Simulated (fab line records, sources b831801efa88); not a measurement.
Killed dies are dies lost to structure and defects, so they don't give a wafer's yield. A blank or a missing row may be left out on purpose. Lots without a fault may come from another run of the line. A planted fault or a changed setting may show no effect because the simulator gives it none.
A struck lot beside a sound one | flow sky130 | 16 steps out of a route of 708
Sound: wafers L935.1, L935.4, L935.6. Struck: wafers L941.1, L941.5, L941.6. The cause comes at the end.
At each step with rows: each side's tool, then ch and its chambers, then its first start. Under that, the readings that differ: sound wafers | struck wafers | difference of the means | sigmas: that difference in standard deviations of wafers without a fault.
alike: readings whose means differ by less than 2 such deviations, and words and numbers that are the same on both sides. not compared: withheld readings, readings that some wafer has no value for, bounds like >300 that may hide the same value, and numbers for which the record gives no deviation and whose values overlap.
The two part at a step that has a row with sigmas, a row that says differs or no value, or rows on one side only. Numbers that don't overlap but have no deviation are shown without sigmas and don't part them. A reading that every wafer of one side lacks parts them only if that side has two wafers or more.

first, 2 steps without rows for these wafers: SKY_METAL4_PEB_11; SKY_METAL4_DEVELOP_12 (develop time 60 s).
SKY_METAL4_CD_MEAS_13: target cd 300 nm.
  sound on cd_sem-01, day 44 00:25; struck on cd_sem-01, day 45 02:28
  alike: cd_nm
SKY_METAL4_OVL_MEAS_14:
  sound on overlay-02, day 44 00:32; struck on overlay-02, day 45 02:37
  alike: METAL4_OVL
SKY_METAL4_DESCUM_15: chemistry O2, time 8 s.
  sound on rie_metal-04 ch 0,1, day 44 00:35; struck on rie_metal-04 ch 0,1, day 45 02:39
  alike: drypump_motor_current_A, oes_product_au
  not compared: rf_hours_counter_h
SKY_METAL4_ETCH_16: etches BARC in N2/H2, stops on SiO2, time 88.2 s, target depth 60 nm.
  sound on rie_metal-04 ch 0,1, day 44 00:37; struck on rie_metal-04 ch 0,1, day 45 02:41
  alike: drypump_motor_current_A, n2_flow_sccm, oes_product_au, throttle_valve_pct
  not compared: rf_hours_counter_h
SKY_METAL4_ETCH_17: etches SiO2 in C4F8/O2/Ar, stops on TiN, time 3.9 s, target depth 15 nm.
  sound on rie_diel-01 ch 0,1,2, day 44 00:43; struck on rie_diel-04 ch 0,1,3, day 45 02:47
  alike: oes_product_au
  not compared: rf_hours_counter_h
then, 1 step without rows for these wafers: SKY_METAL4_METAL_ETCH_18 (etches the open film in Cl2/BCl3, stops on SiO2, target depth 845 nm, time 183.1 s).
SKY_METAL4_STRIP_19: strips in O2/N2.
  sound on plasma_asher-02 ch 0, day 44 00:54; struck on plasma_asher-02 ch 0,1, day 45 02:59
  alike: drypump_motor_current_A, n2_flow_sccm, o2_flow_sccm, oes_product_au, strip_time_to_endpoint_s
  not compared: rf_hours_counter_h
then, 3 steps without rows for these wafers: SKY_METAL4_STRIP_20 (strips in post etch residue remover, time 1200 s); SKY_METAL4_CLEAN_21 (cleans in IPA, time 180 s); SKY_METAL4_CLEAN_22 (cleans in O3/DIW).
SKY_VIA4_HDPCVD_00: deposits SiO2, target thk 1750 nm, time 291.7 s.
  sound on hdpcvd-02 ch 0,1, day 44 01:30; struck on hdpcvd-01 ch 0,1,2, day 45 03:34
  reading                                  | sound             | struck            | difference | sigmas
  sih4_flow_sccm (sccm)                    | 60.16 59.87 60.09 | 90.11 89.89 89.88 | +29.92     | +99 or more
  model.SiO2_of_VIA4_HDPCVD_00.thk_nm (nm) | 1745 1700 1760    | 2573 2609 2630    | +869       |
  alike: pressure_mtorr
SKY_VIA4_THK_MEAS_01:
  sound on film_metro-03, day 44 01:41; struck on film_metro-03, day 45 03:45
  reading              | sound          | struck         | difference | sigmas
  VIA4_HDPCVD_THK (nm) | 1744 1700 1760 | 2573 2611 2630 | +870       | +36
SKY_VIA4_CMP_02: polishes SiO2.
  sound on cmp-02 ch 0,2,3, day 44 01:55; struck on cmp-01 ch 0,1, day 45 03:55
  reading             | sound          | struck        | difference | sigmas
  motor_current_A (A) | 10.7 14.2 14.3 | 10.6 9.7 11.7 | -2.4       | -2
  alike: platen_rpm
then, 1 step without rows for these wafers: SKY_PAD_OPEN_PROBE_99.

WHERE THEY PART
First at SKY_VIA4_HDPCVD_00; last, within this record, at SKY_VIA4_CMP_02.

WHY: what the simulator had put in
Process parameter drift: hdpcvd-01, from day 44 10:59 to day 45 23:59, at SKY_VIA4_HDPCVD_00. Setting sih4_flow_sccm, moved by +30, from 60. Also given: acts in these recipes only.
